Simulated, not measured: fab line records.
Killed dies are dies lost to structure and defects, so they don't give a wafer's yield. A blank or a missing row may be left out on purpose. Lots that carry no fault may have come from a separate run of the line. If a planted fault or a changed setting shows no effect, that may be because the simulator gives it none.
Lot-split experiment -- flow sfq line -- 23 wafers read from 5 lots, route of 325 steps

## ABOUT THE SPLIT
At SFQ_TRILAYER_I5_LITHO_COAT_149 (resist thk 62 nm), the setting spin rpm was moved away from the recipe's 3000 rpm on 8 of the 23 wafers read, by -3.2% to +7.5%. This setting was run at the recipe's value on the other wafers.

Reading taken at the split's own step.

## THE READING
BARC_of_TRILAYER_I5_LITHO_COAT_149.thk nm (the simulator's own value, which no gauge read), in nm, at SFQ_TRILAYER_I5_LITHO_COAT_149 (resist thk 62 nm). The file gives no usual value for it. Here, 15 wafers ran the recipe; their average is 61.88 nm with a standard deviation of 0.12 nm.

wafer,"tool, chamber at the split","spin rpm as run, rpm",against the recipe,"BARC_of_TRILAYER_I5_LITHO_COAT_149.thk nm, nm",against lot-mates on the recipe
L077.1,"litho track-01, 0",3000,recipe,61.89,-
L077.2,"litho track-01, 0",2905,-3.2%,63.14,+1.21
L077.3,"litho track-01, 0",2905,-3.2%,62.92,+0.99
L077.4,"litho track-01, 0",3000,recipe,61.93,-
L077.5,"litho track-01, 0",3000,recipe,61.96,-
L079.1,"litho track-02, 0",3067,+2.2%,60.88,-0.85
L079.2,"litho track-02, 0",3000,recipe,61.69,-
L079.3,"litho track-02, 0",3000,recipe,61.78,-
L079.5,"litho track-02, 0",3067,+2.2%,60.99,-0.74
L079.6,"litho track-02, 0",3067,+2.2%,61.09,-0.64
L080.1,"litho track-01, 0",3000,recipe,61.88,-
L080.2,"litho track-01, 0",3000,recipe,61.9,-
L080.3,"litho track-01, 0",3000,recipe,61.8,-
L080.4,"litho track-01, 0",3000,recipe,62.09,-
L080.6,"litho track-01, 0",3000,recipe,62.02,-
L081.2,"litho track-02, 0",3000,recipe,61.65,-
L081.3,"litho track-02, 0",3000,recipe,61.74,-
L081.4,"litho track-02, 0",3224,+7.5%,59.52,-2.17
L081.5,"litho track-02, 0",3224,+7.5%,59.28,-2.41
L081.6,"litho track-02, 0",3224,+7.5%,59.6,-2.09
L083.2,"litho track-02, 0",3000,recipe,61.91,-
L083.4,"litho track-02, 0",3000,recipe,61.94,-
L083.5,"litho track-02, 0",3000,recipe,62,-

FIT RESULTS
A straight line over all 23 wafers: BARC_of_TRILAYER_I5_LITHO_COAT_149.thk nm changes by -0.333 nm for each +1% of spin rpm; r = -0.99; the points scatter about the line by 0.14 nm.
The same after taking each lot's own level away (the mean of its wafers on the recipe; 23 wafers): -0.307 nm for each +1%; r = -0.99; scatter 0.1 nm.
On that fit, the largest move of spin rpm shifts the reading by 2.3 nm.
The lots' own levels span 61.695 to 61.950 nm, that is 2.1 times the standard deviation above.
Hence the lot-to-lot level has little effect on the slope; both slopes agree.
Check: with one of the wafers moved furthest among these (+7.5%) left out of the fit, the line predicts -2.33 nm for it against its lot-mates. Against them it came out at -2.17 nm.

## ADDITIONAL SPLITS CARRIED BY THESE WAFERS
Before the reading, these wafers also passed through other splits. Each is held against what the fit with the lots' levels taken away leaves over:
other split on the same wafers,wafers away from the commonest value,r with BARC_of_TRILAYER_I5_LITHO_COAT_149.thk nm (lot level and that fit taken away)
SFQ_TRILAYER_M4_DEP_SPUTTER_091 time s,5,-0.06
SFQ_TRILAYER_M4_LITHO_COAT_093 spin rpm,8,-0.25
SFQ_TRILAYER_M4_ETCH_METAL_ETCH_096 time s,8,+0.40
SFQ_TRILAYER_I4_VIA_LITHO_PEB_106 peb temp c,5,-0.04
SFQ_TRILAYER_JJ_CE_LITHO_COAT_119 spin rpm,9,-0.17
SFQ_TRILAYER_M5_LITHO_EXPOSE_124 dose mj,9,-0.04
SFQ_TRILAYER_A5B_DEP_PECVD_129 time s,9,-0.15
SFQ_TRILAYER_R5_LITHO_PEB_139 peb time s,6,+0.11

## FILE'S OWN FIT
BARC_of_TRILAYER_I5_LITHO_COAT_149.thk nm changes by -0.308 nm for each +1% of spin rpm, r = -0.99.
